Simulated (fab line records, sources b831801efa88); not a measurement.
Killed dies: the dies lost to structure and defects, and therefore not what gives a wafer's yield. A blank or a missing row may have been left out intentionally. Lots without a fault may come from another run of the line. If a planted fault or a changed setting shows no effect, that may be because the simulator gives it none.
Which tool did it? -- flow gf180mcu -- 36 wafers from 12 lots sampled at 4 of the route's 602 steps

== WHAT EACH GAUGE READ, for each wafer ==
GF_VT_IMPLANT_OVL_MEAS_18. Usual: VT_IMPLANT_01_OVL gives -0.8 nm (standard deviation 1.2).
lot,measured,on,VT_IMPLANT_01_OVL (nm),flag
L146,day 7 11:03,overlay-01,0.4 0.4 1.5,
L147,day 7 12:53,overlay-02,-0.1 -2.0 -0.4,
L148,day 7 14:00,overlay-01,-1.1 1.1 0.8,
L149,day 8 02:03,overlay-01,-2.3 -2.0 -2.0,
L153,day 8 16:21,overlay-02,-3.4 -0.7 -2.7,
L154,day 8 23:05,overlay-01,-2.0 -1.1 -1.3,
L156,day 9 09:50,overlay-01,-1.0 -1.8 -1.0,
L158,day 9 20:21,overlay-01,-0.6 -1.8 -1.9,
L159,day 10 03:15,overlay-02,-0.5 -1.7 -1.6,
L162,day 10 19:45,overlay-02,-2.5 -1.8 -1.9,
L163,day 11 02:23,overlay-02,0.7 0.9 -0.2,
L167,day 12 02:28,overlay-02,-1.5 -0.4 1.6,

GF_VT_IMPLANT_TW_MEAS_21. Usual: VT_IMPLANT_2_TW gives 1221 (standard deviation 8).
lot,measured,on,VT_IMPLANT_2_TW,flag
L146,day 7 11:20,film_metro-02,1210 1218 1214,
L147,day 7 13:10,film_metro-01,1224 1217 1217,
L148,day 7 14:17,film_metro-04,1209 1211 1207,
L149,day 8 02:21,film_metro-01,1222 1228 1232,
L153,day 8 16:38,film_metro-01,1233 1231 1238,
L154,day 8 23:24,film_metro-04,1218 1213 1217,
L156,day 9 10:08,film_metro-01,1226 1224 1224,
L158,day 9 20:38,film_metro-02,1225 1226 1220,
L159,day 10 03:32,film_metro-02,1227 1216 1233,
L162,day 10 20:02,film_metro-01,1223 1217 1219,
L163,day 11 02:40,film_metro-04,1213 1212 1217,
L167,day 12 02:46,film_metro-04,1204 1209 1208,

GF_VT_IMPLANT_OVL_MEAS_29. Usual: VT_IMPLANT_02_OVL gives -0.1 nm (standard deviation 1.3).
lot,measured,on,VT_IMPLANT_02_OVL (nm),flag
L146,day 8 04:06,overlay-02,0.1 -0.4 0.2,
L147,day 8 04:23,overlay-01,-1.9 0.6 -2.0,
L148,day 8 05:53,overlay-02,-1.4 -2.0 -0.2,
L149,day 8 17:59,overlay-02,1.7 -0.2 0.2,
L153,day 9 07:53,overlay-02,-0.4 1.3 0.7,
L154,day 9 15:11,overlay-01,0.3 -1.3 -1.8,
L156,day 10 03:32,overlay-01,-1.3 -1.7 -0.8,
L158,day 10 13:44,overlay-01,2.0 1.7 0.9,
L159,day 10 21:01,overlay-01,-1.0 -1.5 -1.0,
L162,day 11 13:45,overlay-01,-1.8 1.6 0.4,
L163,day 11 21:12,overlay-01,2.7 2.3 3.1,
L167,day 12 21:49,overlay-01,1.1 0.9 0.8,

== WHAT TOOL EACH LOT RAN ON (gives the tool, then ch and the chambers of the sampled wafers, and finally the start) ==
lot,GF_VT_IMPLANT_EXPOSE_26
L146,"iline_stepper-01 ch 0, day 7 21:10"
L147,"iline_stepper-01 ch 0, day 7 21:14"
L148,"iline_stepper-01 ch 0, day 7 22:06"
L149,"iline_stepper-01 ch 0, day 8 10:35"
L153,"iline_stepper-02 ch 0, day 8 23:56"
L154,"iline_stepper-02 ch 0, day 9 07:17"
L156,"iline_stepper-02 ch 0, day 9 19:06"
L158,"iline_stepper-02 ch 0, day 10 05:13"
L159,"iline_stepper-02 ch 0, day 10 12:14"
L162,"iline_stepper-02 ch 0, day 11 04:46"
L163,"iline_stepper-02 ch 0, day 11 12:05"
L167,"iline_stepper-02 ch 0, day 12 12:28"
- GF_VT_IMPLANT_EXPOSE_26: exposes mask LVPWELL HV AREA, target cd 860 nm.

== WHAT THE TOOLS THEMSELVES READ (means of the sampled wafers that have a number; where no wafer has one, the mark that the record gives instead) ==
GF_VT_IMPLANT_EXPOSE_26. Usual: exposure_dose_mJ_cm2 140.05, standard deviation 0.15.
lot,tool,exposure_dose_mJ_cm2,flag
L146,iline_stepper-01,128.40,OFF
L147,iline_stepper-01,128.53,OFF
L148,iline_stepper-01,128.44,OFF
L149,iline_stepper-01,128.54,OFF
L153,iline_stepper-02,139.93,
L154,iline_stepper-02,139.98,
L156,iline_stepper-02,140.02,
L158,iline_stepper-02,139.90,
L159,iline_stepper-02,140.19,
L162,iline_stepper-02,140.05,
L163,iline_stepper-02,140.19,
L167,iline_stepper-02,139.90,

== THE ANSWER, worked out from the rows above alone ==
Rule: a lot is off if the mean of its wafers that have a number lies more than 3 standard deviations from the usual mean. A lot without any number at a reading at which 4 lots or more have one is off too. Where the step has rows for the other lots, those lots are counted as sound. Order of review: gauges by route order, followed by the tools' own readings, for which a lot's mean as printed above is used. At the first step where some lot is off, the reading lying furthest off is the one used; lots without a number count as furthest.
Off at GF_VT_IMPLANT_EXPOSE_26 (exposure_dose_mJ_cm2): L146, L147, L148, L149.
A tool fits if, at that step or a process step before it, it ran every lot that is off, and no sound lot after the first of them. One fits: iline_stepper-01 at GF_VT_IMPLANT_EXPOSE_26. It ran no sound lot before its first lot that is off in this sample, so the start can't be narrowed down.
On the lots that are off, the tool's own readings at GF_VT_IMPLANT_EXPOSE_26 differ by more than 5 times the standard deviation of the sound lots' means, which bears it out; exposure_dose_mJ_cm2 reads 128.48 there versus 140.02 on the sound lots.

== WHAT THE SIMULATOR HAD INSERTED ==
Process parameters drifting: iline_stepper-01 at GF_VT_IMPLANT_EXPOSE_26, beginning at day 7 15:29. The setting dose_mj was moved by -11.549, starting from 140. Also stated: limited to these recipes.
Struck lots among those shown: L146, L147, L148, L149. The rule given above showed the same thing.
